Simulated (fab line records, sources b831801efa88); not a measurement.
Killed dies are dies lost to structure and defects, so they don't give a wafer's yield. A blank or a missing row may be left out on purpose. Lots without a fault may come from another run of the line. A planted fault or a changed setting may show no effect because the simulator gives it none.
fab line records | flow sky130
record lots=5 wafers=15 last_day=50
route steps=708 shown CONTACT@424 METAL1@434 VIA1@458 PAD_OPEN@708
lots that met no fault: from a run of the same line without faults
start_h: hours from the record's first day to the start of the lot's first wafer shown | wait_h: hours since the lot's step before | " the same as in the row above | L1.1+2: a row that stands for several wafers | - no value, or no start given | * or withheld: withheld | < > ~ a bound
route shown NAME@n: a module of which the file shows steps, and the number in the route of the first | usual: mean/standard deviation of fault-free wafers | same: alike in all rows | chamber/n: place in a boat | sites: the reading at each site | _std_site: their standard deviation | _edge_site: outer sites' mean less inner sites' | radius_mm: how far each site lies from the wafer's centre | mask NAME#n: copy n | behind: the tool/chamber that last shaped the wafer | hold: why the lot was held/for how many hours/how that ended | device: the transistor (n, p or np) that didn't switch | end of line: the same wafers' tests at the end of the route | a step without rows: its recipe alone | killed: dies lost to structure and defects at the first sort, not the wafer's yield | map: a wafer's dies, x killed, . not, _ none there
set.NAME: the setting as run; set.NAME@STEP: as run at that earlier step | model.NAME: the simulator's own value behind a step, which no gauge read
lots at some steps of the route; a table a step, a row a wafer
services: from which hour (start_h, from the record's first day; less than 0 if before it) a tool's chamber was out of use, for how many hours, and why
## steps
# step SKY_CONTACT_ETCH_18
# recipe target=Si3N4 chemistry=CHF3/O2 stop_on=TiN source_w=600 bias_w=200 pressure_mtorr=40 chf3_flow_sccm=50 O2_flow_sccm=5 time_s=39 target_depth_a=750
# step SKY_CONTACT_STRIP_19
# recipe chemistry=O2/N2 power_w=1400 pressure_mtorr=1500 platen_temp_c=withheld o2_flow_sccm=3000 n2_flow_sccm=300 overash_fraction=0.5
# usual drypump_motor_current_A=5.8/0.43 oes_product_au=0.381/0.0049 strip_time_to_endpoint_s=3.62/0.036
# columns lot.wafer tool chamber start_h wait_h drypump_motor_current_A oes_product_au rf_hours_counter_h strip_time_to_endpoint_s
L611.1 plasma_asher-02 1 794.69 - 6.1 0.382 5 3.60
L611.2 " 0 " " 5.7 0.382 5 3.62
L611.5 " 1 " " 6.1 0.383 - 3.58
L615.1 plasma_asher-02 0 819.06 - 5.8 0.378 8 3.64
L615.2 " 1 " " 6.1 0.392 8 3.66
L615.5 " 1 " " 6.1 0.378 - 3.66
L617.1 plasma_asher-04 0 841.46 - 6.3 0.381 39 3.56
L617.2 " 1 " " 4.8 0.377 39 3.62
L617.5 " 1 " " 4.8 0.372 - 3.64
L618.1 plasma_asher-01 0 850.56 - 6.2 0.376 107 3.63
L618.3 " 1 " " 5.6 0.382 - 3.63
L618.4 " 0 " " 6.1 0.382 - 3.65
L625.1 plasma_asher-01 0 893.49 - 6.2 0.384 111 3.64
L625.3 " 0 " " 6.2 0.378 - 3.57
L625.5 " 0 " " 6.1 0.382 - 3.62
# step SKY_CONTACT_STRIP_20
# recipe chemistry=post_etch_residue_remover time_s=1200 temp_c=72.5
# step SKY_CONTACT_CLEAN_21
# recipe chemistry=IPA time_s=180 temp_c=25
# step SKY_CONTACT_CLEAN_22
# recipe chemistry=O3/DIW dry=n2_spin
# step SKY_CONTACT_SPUTTER_23
# recipe material=TiN target_thk_nm=20 chamber_pressure_pa=5 power_w=4000 time_s=80
# step SKY_CONTACT_CVD_24
# recipe material=W target_thk_nm=340 time_s=102.12 temp_c=400 pressure_torr=40
# usual heater_power_w=856/53
# columns lot.wafer tool chamber start_h wait_h heater_power_w
L611.1 cvd_w-02 1 795.34 0.0 873
L611.2 " 0 " " 876
L611.5 " 0 " " 882
L615.1 cvd_w-01 1 819.82 0.0 908
L615.2 " 0 " " 779
L615.5 " 1 " " 902
L617.1 cvd_w-01 0 842.12 0.0 762
L617.2 " 1 " " 918
L617.5 " 0 " " 774
L618.1 cvd_w-01 0 851.25 0.0 773
L618.3 " 0 " " 781
L618.4 " 1 " " 919
L625.1 cvd_w-01 0 894.15 0.0 781
L625.3 " 0 " " 789
L625.5 " 1 " " 932
# step SKY_CONTACT_RS_MEAS_25
# recipe thk_meas_gauge=four-point-probe reads=W_of_CONTACT_CVD_24+TiN_of_CONTACT_SPUTTER_23
# usual CONTACT_W_RS=0.338/0.0051
# columns lot.wafer tool chamber start_h wait_h CONTACT_W_RS[ohm/sq]
L611.1 film_metro-03 - 795.45 0.1 0.342
L611.2 " - " " 0.329
L611.5 " - " " 0.327
L615.1 film_metro-03 - 819.93 0.1 0.333
L615.2 " - " " 0.338
L615.5 " - " " 0.339
L617.1 film_metro-03 - 842.23 0.1 0.336
L617.2 " - " " 0.336
L617.5 " - " " 0.339
L618.1 film_metro-01 - 851.36 0.1 0.336
L618.3 " - " " 0.339
L618.4 " - " " 0.338
L625.1 film_metro-03 - 894.26 0.1 0.339
L625.3 " - " " 0.342
L625.5 " - " " 0.338
# step SKY_CONTACT_THK_MEAS_26
# recipe thk_meas_gauge=xrf reads=W_of_CONTACT_CVD_24
# usual CONTACT_W_THK=336/5.9
# columns lot.wafer tool chamber start_h wait_h CONTACT_W_THK[nm]
L611.1 film_metro-03 - 795.57 0.1 332
L611.2 " - " " 345
L611.5 " - " " 346
L615.1 film_metro-03 - 820.05 0.1 342
L615.2 " - " " 336
L615.5 " - " " 335
L617.1 film_metro-03 - 842.35 0.1 338
L617.2 " - " " 340
L617.5 " - " " 336
L618.1 film_metro-01 - 851.48 0.1 342
L618.3 " - " " 337
L618.4 " - " " 339
L625.1 film_metro-03 - 894.38 0.1 336
L625.3 " - " " 333
L625.5 " - " " 338
# step SKY_CONTACT_CMP_27
# recipe stop_on=SiO2 t_overpolish_s=15 down_force_psi=3.5 platen_rpm=60 target_thk_nm=0 pad_velocity_m_s=0.94248
# step SKY_METAL1_SPUTTER_00
# recipe material=Ti target_thk_nm=15 power_w=3000 time_s=10 chamber_pressure_pa=0.4
# usual throttle_valve_pct=30.2/1
# columns lot.wafer tool chamber start_h wait_h throttle_valve_pct
L611.1 pvd_sputter-04 - 796.24 0.2 29.5
L611.2 " - " " 30.2
L611.5 " - " " 30.9
L615.1 pvd_sputter-03 - 820.41 0.1 29.5
L615.2 " - " " 31.2
L615.5 " - " " 29.5
L617.1 pvd_sputter-03 - 842.71 0.2 31.2
L617.2 " - " " 30.7
L617.5 " - " " 29.3
L618.1 pvd_sputter-04 - 851.84 0.1 29.3
L618.3 " - " " 30.1
L618.4 " - " " 31.6
L625.1 pvd_sputter-02 - 894.74 0.2 30.8
L625.3 " - " " 30.9
L625.5 " - " " 30.8
# step SKY_METAL1_SPUTTER_01
# recipe material=TiN target_thk_nm=20 power_w=6500 time_s=16.7 chamber_pressure_pa=0.4
# step SKY_METAL1_SPUTTER_02
# recipe material=AlCu target_thk_nm=250 power_w=10600 time_s=13.3 chamber_pressure_pa=0.4
# usual throttle_valve_pct=30.2/1
# columns lot.wafer tool chamber start_h wait_h throttle_valve_pct
L611.1 pvd_sputter-04 - 796.29 0.0 29.8
L611.2 " - " " 30.1
L611.5 " - " " 30.9
L615.1 pvd_sputter-03 - 820.45 0.0 29.4
L615.2 " - " " 31.0
L615.5 " - " " 29.4
L617.1 pvd_sputter-03 - 842.76 0.0 31.0
L617.2 " - " " 30.6
L617.5 " - " " 29.5
L618.1 pvd_sputter-04 - 851.89 0.0 29.4
L618.3 " - " " 30.3
L618.4 " - " " 31.5
L625.1 pvd_sputter-02 - 894.79 0.0 30.7
L625.3 " - " " 30.8
L625.5 " - " " 30.5
# step SKY_METAL1_SPUTTER_03
# recipe material=Ti target_thk_nm=5 power_w=3000 time_s=3.3 chamber_pressure_pa=0.4
# step SKY_METAL1_SPUTTER_04
# recipe material=TiN target_thk_nm=70 power_w=6500 time_s=58.3 chamber_pressure_pa=0.4
# step SKY_METAL1_RS_MEAS_05
# recipe thk_meas_gauge=four-point-probe reads=TiN_of_METAL1_SPUTTER_04+Ti_of_METAL1_SPUTTER_03+AlCu_of_METAL1_SPUTTER_02+TiN_of_METAL1_SPUTTER_01+Ti_of_METAL1_SPUTTER_00
# usual METAL1_ALCU_RS=0.1265/0.0016
# columns lot.wafer tool chamber start_h wait_h METAL1_ALCU_RS[ohm/sq]
L611.1 film_metro-04 - 796.38 0.0 0.1257
L611.2 " - " " 0.1279
L611.5 " - " " 0.1279
L615.1 film_metro-03 - 820.55 0.0 0.1240
L615.2 " - " " 0.1255
L615.5 " - " " 0.1240
L617.1 film_metro-03 - 842.85 0.0 0.1262
L617.2 " - " " 0.1260
L617.5 " - " " 0.1257
L618.1 film_metro-03 - 851.98 0.0 0.1254
L618.3 " - " " 0.1281
L618.4 " - " " 0.1274
L625.1 film_metro-02 - 894.88 0.0 0.1257
L625.3 " - " " 0.1283
L625.5 " - " " 0.1283
# step SKY_METAL1_THK_MEAS_06
# recipe thk_meas_gauge=xrf reads=AlCu_of_METAL1_SPUTTER_02
# usual METAL1_ALCU_THK=251.1/2.9
# columns lot.wafer tool chamber start_h wait_h METAL1_ALCU_THK[nm]
L611.1 film_metro-04 - 796.50 0.1 253.8
L611.2 " - " " 247.9
L611.5 " - " " 250.3
L615.1 film_metro-03 - 820.67 0.1 257.1
L615.2 " - " " 252.4
L615.5 " - " " 258.5
L617.1 film_metro-03 - 842.97 0.1 251.5
L617.2 " - " " 251.3
L617.5 " - " " 253.1
L618.1 film_metro-03 - 852.10 0.1 252.3
L618.3 " - " " 247.7
L618.4 " - " " 248.1
L625.1 film_metro-02 - 895.00 0.1 251.8
L625.3 " - " " 247.8
L625.5 " - " " 246.6
# step SKY_METAL1_DEHYDRATE_07
# recipe temp_c=200 time_s=60
# step SKY_METAL1_HMDS_08
# recipe prime_time_s=60 prime_temp_c=120
# step SKY_METAL1_COAT_09
# recipe resist=BARC temp_c=withheld time_s=withheld spin_rpm=3000 resist_thk_nm=60
# step SKY_METAL1_COAT_10
# recipe resist=KrF-thick spin_rpm=3000 resist_thk_nm=450
# step SKY_METAL1_SOFTBAKE_11
# recipe temp_c=100 time_s=90 resist=KrF-thick
# step SKY_METAL1_EXPOSE_12
# recipe mask_id=MM1 na=0.8 source_shape=annular sigma_inner=0.55 sigma_outer=0.85 target_cd_nm=140 dose_mj=28
# step SKY_METAL1_PEB_13
# recipe peb_temp_c=withheld peb_time_s=withheld resist=KrF-thick
# step SKY_METAL1_DEVELOP_14
# recipe develop_time_s=58.85 resist=KrF-thick dev_temp_c=21
# step SKY_METAL1_CD_MEAS_15
# recipe target_cd_nm=140
# usual cd_nm=139.9/1.7
# columns lot.wafer tool chamber start_h wait_h cd_nm
L611.1 cd_sem-02 - 822.66 - 142.4
L611.2 " - " " 141.5
L611.5 " - " " 143.1
L615.1 cd_sem-02 - 846.21 - 142.6
L615.2 " - " " 142.7
L615.5 " - " " 143.4
L617.1 cd_sem-01 - 868.96 - 138.2
L617.2 " - " " 137.6
L617.5 " - " " 137.9
L618.1 cd_sem-02 - 878.18 - 140.8
L618.3 " - " " 140.8
L618.4 " - " " 143.0
L625.1 cd_sem-02 - 919.00 - 137.6
L625.3 " - " " 139.3
L625.5 " - " " 138.6
# step SKY_METAL1_OVL_MEAS_16
# usual METAL1_OVL=7/4.6
# columns lot.wafer tool chamber start_h wait_h METAL1_OVL[nm]
L611.1 overlay-01 - 822.78 0.1 1
L611.2 " - " " 1
L611.5 " - " " 11
L615.1 overlay-01 - 846.33 0.1 8
L615.2 " - " " 3
L615.5 " - " " 5
L617.1 overlay-02 - 869.08 0.1 14
L617.2 " - " " 9
L617.5 " - " " 8
L618.1 overlay-01 - 878.30 0.1 5
L618.3 " - " " 8
L618.4 " - " " -3
L625.1 overlay-02 - 919.12 0.1 2
L625.3 " - " " 8
L625.5 " - " " 10
# step SKY_METAL1_DESCUM_17
# recipe chemistry=O2 source_power_w=150 bias_power_w=0 pressure_mtorr=10 temp_c=40 time_s=8
# step SKY_METAL1_ETCH_18
# recipe chemistry=N2/H2 target=BARC ion_energy_ev=200 bias_w=100 pressure_mtorr=30 n2_flow_sccm=100 h2_flow_sccm=200 icp_w=500 stop_on=SiO2 time_s=45.9 target_depth_a=600
# usual drypump_motor_current_A=5.79/0.23 oes_product_au=0.855/0.0047 throttle_valve_pct=13.224/0.0089
# columns lot.wafer tool chamber start_h wait_h drypump_motor_current_A oes_product_au rf_hours_counter_h throttle_valve_pct
L611.1 rie_metal-01 0 822.85 0.0 6.11 0.856 15 13.220
L611.2 " 1 " " 5.49 0.863 13 13.208
L611.5 " 1 " " 5.51 0.855 - 13.235
L615.1 rie_metal-02 1 846.43 0.1 5.67 0.859 14 13.232
L615.2 " 1 " " 5.69 0.856 - 13.217
L615.5 " 1 " " 5.67 0.852 - 13.232
L617.1 rie_metal-01 0 869.15 0.0 6.12 0.857 16 13.215
L617.2 " 1 " " 5.49 0.854 14 13.236
L617.5 " 1 " " 5.48 0.848 - 13.219
L618.1 rie_metal-02 0 878.36 0.0 5.70 0.853 2 13.232
L618.3 " 1 " " 5.67 0.861 - 13.224
L618.4 " 0 " " 5.69 0.850 - 13.217
L625.1 rie_metal-02 1 919.19 0.0 5.68 0.840 1 13.212
L625.3 " 1 " " 5.67 0.846 - 13.240
L625.5 " 1 " " 5.70 0.847 - 13.229
# step SKY_METAL1_METAL_ETCH_19
# recipe target_depth_a=3600 stop_on=SiO2 over_etch_frac=0.3 time_s=78 chemistry=Cl2/BCl3 resist_sidewall_deg=88 pressure_mtorr=10 icp_w=900 bias_w=48.5 Cl2_flow_sccm=60 bcl3_flow_sccm=30
# usual drypump_motor_current_A=5.78/0.23 oes_product_au=0.854/0.0066 throttle_valve_pct=22.265/0.0096
# columns lot.wafer tool chamber start_h wait_h drypump_motor_current_A oes_product_au rf_hours_counter_h throttle_valve_pct
L611.1 rie_metal-01 0 822.91 0.0 6.14 0.856 15 22.260
L611.2 " 1 " " 5.49 0.857 13 22.278
L611.5 " 1 " " 5.49 0.846 - 22.263
L615.1 rie_metal-02 1 846.55 0.1 5.66 0.862 14 22.273
L615.2 " 1 " " 5.65 0.853 - 22.267
L615.5 " 1 " " 5.67 0.864 - 22.268
L617.1 rie_metal-01 0 869.21 0.0 6.14 0.851 16 22.264
L617.2 " 1 " " 5.47 0.846 14 22.270
L617.5 " 1 " " 5.50 0.852 - 22.261
L618.1 rie_metal-02 0 878.43 0.0 5.69 0.856 2 22.245
L618.3 " 1 " " 5.65 0.854 - 22.275
L618.4 " 0 " " 5.70 0.864 - 22.261
L625.1 rie_metal-02 1 919.25 0.0 5.66 0.854 1 22.260
L625.3 " 1 " " 5.66 0.850 - 22.264
L625.5 " 1 " " 5.66 0.852 - 22.244
# step SKY_METAL1_STRIP_20
# recipe chemistry=O2/N2 power_w=1400 pressure_mtorr=1500 platen_temp_c=withheld o2_flow_sccm=3000 n2_flow_sccm=300 overash_fraction=0.5
# step SKY_METAL1_STRIP_21
# recipe chemistry=post_etch_residue_remover time_s=1200 temp_c=72.5
# step SKY_METAL1_CLEAN_22
# recipe chemistry=IPA time_s=180 temp_c=25
# step SKY_METAL1_CLEAN_23
# recipe chemistry=O3/DIW dry=n2_spin
# step SKY_VIA1_HDPCVD_00
# recipe material=SiO2 target_thk_nm=1030 sigma_open_frac=0.3 time_s=171.7 temp_c=400 sih4_flow_sccm=61.33 pressure_mtorr=6
# step SKY_VIA1_THK_MEAS_01
# recipe reads=SiO2_of_VIA1_HDPCVD_00
# usual VIA1_HDPCVD_THK=1055/9.3
# columns lot.wafer tool chamber start_h wait_h VIA1_HDPCVD_THK[nm]
L611.1 film_metro-04 - 823.70 0.1 1046
L611.2 " - " " 1046
L611.5 " - " " 1054
L615.1 film_metro-04 - 847.44 0.1 1057
L615.2 " - " " 1070
L615.5 " - " " 1076
L617.1 film_metro-04 - 870.01 0.1 1067
L617.2 " - " " 1064
L617.5 " - " " 1052
L618.1 film_metro-01 - 879.32 0.1 1045
L618.3 " - " " 1055
L618.4 " - " " 1060
L625.1 film_metro-04 - 920.04 0.1 1054
L625.3 " - " " 1044
L625.5 " - " " 1051
# step SKY_VIA1_CMP_02
# recipe material=SiO2 down_force_psi=4 platen_rpm=60 pad_velocity_m_s=0.94248
# step SKY_VIA1_BOW_MEAS_03
# recipe mode=bow
# usual VIA1_BOW=80/7.8
# columns lot.wafer tool chamber start_h wait_h VIA1_BOW[um]
L611.1 film_metro-01 - 824.16 0.2 62
L611.2 " - " " 77
L611.5 " - " " 83
L615.1 film_metro-01 - 847.80 0.3 74
L615.2 " - " " 77
L615.5 " - " " 82
L617.1 film_metro-03 - 870.37 0.2 91
L617.2 " - " " 91
L617.5 " - " " 78
L618.1 film_metro-04 - 879.68 0.2 69
L618.3 " - " " 77
L618.4 " - " " 75
L625.1 film_metro-03 - 920.40 0.2 85
L625.3 " - " " 82
L625.5 " - " " 85
# step SKY_VIA1_DEHYDRATE_04
# recipe temp_c=200 time_s=60
# step SKY_VIA1_HMDS_05
# recipe prime_time_s=60 prime_temp_c=120
# step SKY_VIA1_COAT_06
# recipe resist=BARC temp_c=withheld time_s=withheld spin_rpm=3000 resist_thk_nm=60
# step SKY_VIA1_COAT_07
# recipe resist=KrF-thick spin_rpm=3000 resist_thk_nm=450
# step SKY_PAD_OPEN_PROBE_99
# usual defect_limited_yield=82.6/1.9 killed_at_M0_to_M3=43/7.1 killed_at_M4_up=3.0/1.6 killed_at_contacts=24/5.3 killed_at_front_end=16/4.1 killed_at_other=0.5/0.82 killed_dies=86/9.4 killed_open=46/6.9 killed_short=39/6.5 sort_bin_3_pad_short=0.9/0.45 sort_bin_5_function=10.3/1.5 sort_bin_6_memory=6.2/1.1 sort_n_pass=406/9.4 sort_yield_pct=82.6/1.9
# same gross_dies=492 killed_at_back_side=0 sort_bin_4_leakage[%]=0 sort_bin_8_speed[%]=0
# columns lot.wafer tool chamber start_h wait_h hold defect_limited_yield[%] killed_at_M0_to_M3 killed_at_M4_up killed_at_contacts killed_at_front_end killed_at_other killed_dies killed_open killed_short sort_bin_3_pad_short[%] sort_bin_5_function[%] sort_bin_6_memory[%] sort_n_pass sort_yield_pct[%] model.etest.tester.sort_n_pass model.etest.tester.sort_yield_pct model.etest.tester.sort_bin_5_pct model.etest.tester.sort_bin_3_pct
L611.1 prober-01 - 1118.78 0.1 - 80.1 51 3 24 20 0 98 54 44 0.8 11.8 7.3 394 80.1 394 80.08 11.79 0.813
L611.2 prober-01 - 1118.83 0.1 - 83.9 44 2 19 14 0 79 38 41 1.6 9.1 5.3 413 83.9 413 83.94 9.146 1.626
L611.5 prober-01 - 1118.98 0.2 - 81.1 50 2 28 12 1 93 47 46 0.8 12.4 5.7 399 81.1 399 81.1 12.4 0.813
L615.1 prober-01 - 1139.18 0.1 - 81.1 46 4 28 15 0 93 48 44 0.8 11.8 6.3 399 81.1 399 81.1 11.79 0.813
L615.2 prober-01 - 1139.23 0.1 - 84.6 31 5 24 16 0 76 44 32 1.2 10.0 4.3 416 84.6 416 84.55 9.959 1.22
L615.5 prober-01 - 1139.38 0.2 - 85.6 38 4 18 10 1 71 41 29 0.6 9.1 4.7 421 85.6 421 85.57 9.146 0.6098
L617.1 prober-01 - 1157.20 0.1 - 80.7 55 1 23 16 0 95 54 41 1.0 12.2 6.1 397 80.7 397 80.69 12.2 1.016
L617.2 prober-01 - 1157.25 0.1 - 82.7 40 2 28 14 1 85 55 30 0.2 10.8 6.3 407 82.7 407 82.72 10.77 0.2033
L617.5 prober-01 - 1157.40 0.2 - 81.1 40 2 34 16 1 93 52 41 0.4 11.6 6.9 399 81.1 399 81.1 11.59 0.4065
L618.1 prober-01 - 1162.29 0.1 await_dispo/1.6h/release 84.8 35 4 23 13 0 75 38 37 0.6 9.3 5.3 417 84.8 417 84.76 9.35 0.6098
L618.3 prober-01 - 1162.39 0.2 await_dispo/1.6h/release 67.5 107 1 30 22 0 160 67 40 3.5 19.7 9.3 332 67.5 332 67.48 19.72 3.455
L618.4 prober-01 - 1162.44 0.2 await_dispo/1.6h/release 85.2 47 5 11 10 0 73 30 42 0.4 8.5 5.9 419 85.2 419 85.16 8.537 0.4065
L625.1 prober-02 - 1189.92 0.1 - 81.9 42 1 25 20 1 89 44 45 1.8 10.4 5.9 403 81.9 403 81.91 10.37 1.829
L625.3 prober-02 - 1190.02 0.2 - 80.9 41 3 29 20 1 94 53 41 0.6 12.0 6.5 398 80.9 398 80.89 11.99 0.6098
L625.5 prober-02 - 1190.12 0.2 - 82.9 40 2 20 22 0 84 36 48 1.6 10.4 5.1 408 82.9 408 82.93 10.37 1.626
# killed by level:class
L611.1 CONTACT:geometric_particle:open=9 VIA1:geometric_particle:open=8 VIA2:geometric_particle:open=7 METAL2:geometric_particle:short=6 VIA3:geometric_particle:open=6 FIELD_ISO:geometric_particle:open=5 LI_CONTACT:geometric_particle:open=5 LOCAL_INTERCONNECT:geometric_particle:short=5
L611.2 VIA1:geometric_particle:open=8 VIA2:geometric_particle:open=7 CONTACT:geometric_particle:open=6 METAL1:geometric_particle:short=6 VIA2:geometric_particle:short=5 VIA3:geometric_particle:open=5 POLY_GATE:geometric_particle:short=4 LI_CONTACT:geometric_particle:open=4
L611.5 METAL1:geometric_particle:short=10 VIA3:geometric_particle:open=9 LI_CONTACT:geometric_particle:open=8 CONTACT:geometric_particle:open=8 LI_CONTACT:geometric_particle:short=6 VIA1:geometric_particle:open=6 METAL2:geometric_particle:short=6 VIA1:geometric_particle:short=6
L615.1 VIA1:geometric_particle:open=15 CONTACT:geometric_particle:short=7 METAL1:geometric_particle:short=7 FIELD_ISO:geometric_particle:open=6 LI_CONTACT:geometric_particle:short=6 CONTACT:geometric_particle:open=6 VIA2:geometric_particle:open=6 LI_CONTACT:geometric_particle:open=5
L615.2 LI_CONTACT:geometric_particle:open=7 CONTACT:geometric_particle:open=6 VIA1:geometric_particle:open=6 FIELD_ISO:geometric_particle:open=5 POLY_GATE:geometric_particle:open=5 LOCAL_INTERCONNECT:geometric_particle:short=5 VIA1:geometric_particle:short=5 VIA2:geometric_particle:open=5
L615.5 LI_CONTACT:geometric_particle:open=12 VIA1:geometric_particle:open=12 METAL1:geometric_particle:short=8 VIA2:geometric_particle:short=5 METAL3:geometric_particle:short=5 POLY_GATE:geometric_particle:open=4 CONTACT:geometric_particle:open=4 VIA2:geometric_particle:open=3
L617.1 VIA1:geometric_particle:open=19 VIA2:geometric_particle:open=7 LOCAL_INTERCONNECT:geometric_particle:short=7 VIA1:geometric_particle:short=7 LI_CONTACT:geometric_particle:open=6 FIELD_ISO:geometric_particle:short=5 CONTACT:geometric_particle:short=5 METAL1:geometric_particle:short=5
L617.2 VIA1:geometric_particle:open=12 CONTACT:geometric_particle:open=11 LI_CONTACT:geometric_particle:open=9 VIA3:geometric_particle:open=7 FIELD_ISO:geometric_particle:open=5 METAL1:geometric_particle:short=5 VIA2:geometric_particle:open=4 METAL3:geometric_particle:short=4
L617.5 LI_CONTACT:geometric_particle:open=11 CONTACT:geometric_particle:open=9 VIA1:geometric_particle:open=8 VIA2:geometric_particle:open=7 VIA3:geometric_particle:open=7 CONTACT:geometric_particle:short=6 POLY_GATE:geometric_particle:open=5 VIA3:geometric_particle:short=5
L618.1 CONTACT:geometric_particle:open=13 VIA1:geometric_particle:open=8 METAL2:geometric_particle:short=5 VIA3:geometric_particle:short=5 POLY_GATE:geometric_particle:open=4 METAL4:geometric_particle:short=4 VIA2:geometric_particle:short=3 POLY_GATE:geometric_particle:short=3
L618.3 METAL1:unspecified=53 VIA1:geometric_particle:open=13 CONTACT:geometric_particle:open=12 POLY_GATE:geometric_particle:open=10 LI_CONTACT:geometric_particle:open=9 VIA2:geometric_particle:open=9 VIA3:geometric_particle:open=7 CONTACT:geometric_particle:short=6
L618.4 VIA1:geometric_particle:open=13 METAL2:geometric_particle:short=7 VIA1:geometric_particle:short=5 VIA2:geometric_particle:open=4 METAL3:geometric_particle:short=4 FIELD_ISO:geometric_particle:short=3 LI_CONTACT:geometric_particle:short=3 CONTACT:geometric_particle:short=3
L625.1 VIA1:geometric_particle:open=12 CONTACT:geometric_particle:open=9 POLY_GATE:geometric_particle:short=8 CONTACT:geometric_particle:short=7 VIA2:geometric_particle:open=7 FIELD_ISO:geometric_particle:short=5 LOCAL_INTERCONNECT:geometric_particle:short=4 METAL1:geometric_particle:short=4
L625.3 CONTACT:geometric_particle:open=11 VIA1:geometric_particle:open=9 METAL2:geometric_particle:short=7 FIELD_ISO:geometric_particle:open=6 POLY_GATE:geometric_particle:open=6 CONTACT:geometric_particle:short=6 VIA3:geometric_particle:open=6 LI_CONTACT:geometric_particle:open=5
L625.5 POLY_GATE:geometric_particle:short=10 CONTACT:geometric_particle:open=7 VIA2:geometric_particle:open=6 METAL2:geometric_particle:short=6 VIA1:geometric_particle:open=6 CONTACT:geometric_particle:short=5 VIA2:geometric_particle:short=5 FIELD_ISO:geometric_particle:short=4
# map L618.3 (x killed, . not)
__________x..x..xx.x_________
________x.....x.x...x._______
______.x......x....x...x_____
_____......x..x....x.xxx.____
____........xx..x.........___
___....x.......x...........__
__...xx............xx..xxxx._
_.....x.x..xx.....x.x....x.x.
_.x.x......x..x...x..x.xx....
_.x........x....x..........x.
_..........xx....xx.x.x...x..
_.x.....x...x....xx.xx...x...
_.........xx..xxxxx........x.
_........x..xxxxxxxxxxx......
_.x...xxx..x.xxxxxxxxxxx...x.
__...........xxxxxxxx.xx.xxx_
___..x...x..xxxxxxxxx.x..x.__
____..x....x.xxxxxxxxxxx..___
_____x...xxx...xxx.x.....____
______..xx...x.x.x.x...._____
________...........x.x_______
__________.......x.._________
# map L611.1 (x killed, . not)
__________..x......._________
________x.x.....x....._______
______..x..x.....x......_____
_____..x.x..x.x.x.......x____
____..x...xxx....xx.......___
___..x...x..............xxx__
__x............x..x........x_
_..xx...x.....xxx.x....x...x.
_.x...x.......x....x..x....x.
_x..x.....x.......x.x....x...
_.x...................xx...x.
_.x.x.....x.x......x.......x.
_x.............x.....x...xx..
_.xx..x..x..x...x.....x......
_...x....x............x....x.
__....x.........x..........._
___x.x....xx....x......x...__
____.........x............___
_____x...........x..x....____
______x....xx....x......_____
________..xxx..x...x.._______
__________.....x.x.._________
## services
# columns tool chamber start_h hours kind
pvd_sputter-03 1 773.35 - consumable_replace:kit
pvd_sputter-03 1 773.35 18.0 scheduled_down
pvd_sputter-03 1 773.35 18.0 vent_cycle
pvd_sputter-02 - 788.46 1.8 repair
plasma_asher-04 - 803.11 13.9 repair
rie_metal-02 0 831.83 - clean
rie_metal-02 0 831.83 14.6 scheduled_down
rie_metal-02 0 831.83 14.6 vent_cycle
plasma_asher-04 - 835.54 2.6 repair
rie_metal-01 - 847.89 1.4 pm
rie_metal-02 1 859.12 - clean
rie_metal-02 1 859.12 16.9 scheduled_down
rie_metal-02 1 859.12 16.9 vent_cycle
plasma_asher-02 - 869.41 5.4 repair
pvd_sputter-04 - 880.49 1.2 repair
rie_metal-01 0 885.24 - clean
rie_metal-01 0 885.24 16.8 scheduled_down
rie_metal-01 0 885.24 16.8 vent_cycle
pvd_sputter-03 - 889.81 9.0 repair
pvd_sputter-04 0 895.36 - consumable_replace:kit
plasma_asher-02 - 897.30 5.9 repair
cvd_w-02 - 900.54 6.9 pm
pvd_sputter-02 - 900.89 1.3 repair
cvd_w-02 - 907.44 14.0 pm
## key
first_sign step=SKY_PAD_OPEN_PROBE_99 reading=killed_at_M0_to_M3 direction=up sigmas=9.1 usual=43 struck=107
effect step=SKY_PAD_OPEN_PROBE_99 reading=defect_limited_yield direction=down sigmas=7.9 usual=82.6 struck=67.5
model_effect step=SKY_PAD_OPEN_PROBE_99 value=etest.tester.sort_n_pass without=381 struck=332
met_at SKY_METAL1_SPUTTER_02
struck_wafers L618.3
onset_between 796.29 851.89
fault kind=chamber_particle_source tool=pvd_sputter-04 chamber=- onset_h=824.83 steps=SKY_METAL1_SPUTTER_02 rate_per_visit_cm2=0.82471 end_h=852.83 scope=struck_wafers_only
